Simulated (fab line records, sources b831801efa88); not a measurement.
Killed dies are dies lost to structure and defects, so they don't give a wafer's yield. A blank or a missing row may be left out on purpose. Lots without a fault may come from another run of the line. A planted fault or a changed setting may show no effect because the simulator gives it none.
Which tool did it? | flow sky130 | 12 lots, 36 wafers sampled, at 2 steps of a route of 708

WHAT THE GAUGES READ, wafer by wafer
SKY_PWDE_OVL_MEAS_07.
lot  | measured    | on         | PWDE_OVL (nm)
L075 | day 4 04:26 | overlay-01 | -0.6 -0.4 -0.8
L077 | day 4 11:10 | overlay-01 | -1.2 -2.0 -2.4
L079 | day 4 23:46 | overlay-01 | -0.2 0.4 0.4
L081 | day 5 13:40 | overlay-02 | 0.9 1.1 -1.1
L083 | day 5 20:31 | overlay-02 | 0.0 0.5 -1.3
L085 | day 6 15:43 | overlay-02 | -1.0 0.0 -1.1
L087 | day 6 21:49 | overlay-01 | -0.1 -0.1 1.7
L089 | day 7 09:38 | overlay-01 | 2.5 1.0 1.2
L091 | day 7 17:04 | overlay-02 | -0.8 -1.3 -2.4
L093 | day 8 13:07 | overlay-01 | -2.7 -1.6 -1.5
L095 | day 8 21:52 | overlay-01 | 1.0 1.3 0.6
L097 | day 9 04:31 | overlay-02 | 2.6 0.5 1.0

WHICH TOOL RAN EACH LOT (tool, then ch and the chambers of the sampled wafers, then the start)
lot  | SKY_FIELD_ISO_ETCH_15
L075 | rie_diel-01 ch 0,1, day 2 10:03
L077 | rie_diel-01 ch 0,2,3, day 2 20:31
L079 | rie_diel-03 ch 0,1,2, day 3 08:01
L081 | rie_diel-01 ch 1,3, day 3 19:01
L083 | rie_diel-01 ch 1,3, day 4 04:00
L085 | rie_diel-01 ch 0,1,3, day 4 14:09
L087 | rie_diel-03 ch 0,1,2, day 4 22:55
L089 | rie_diel-01 ch 1,2,3, day 5 12:51
L091 | rie_diel-01 ch 0,1,3, day 5 21:01
L093 | rie_diel-04 ch 0,1,3, day 6 07:45
L095 | rie_diel-03 ch 0,1,2, day 6 17:13
L097 | rie_diel-04 ch 0,1,2, day 7 03:24
- SKY_FIELD_ISO_ETCH_15: etches the open film in CHF3/O2, stops on Si, target depth 180 nm, time 72 s.

THE ANSWER, worked out from the rows above alone
Rule: what is usual is taken from the lots themselves. Put in order of their means at a reading, lots are off if they are a third of the lots or fewer, leave a main group of 4 or more, and stand apart from it by a gap of 3 or more times the standard deviation of the main group's means; of several such gaps the widest counts. A main group whose means are all the same, to the digits that the tables above print for the reading, isn't used. A lot without any number at a reading at which 4 lots or more have one is off too. The other lots that the step has rows for count as sound.
No lot is off at any reading shown: from this, nothing can be told.

WHAT THE SIMULATOR HAD PUT IN
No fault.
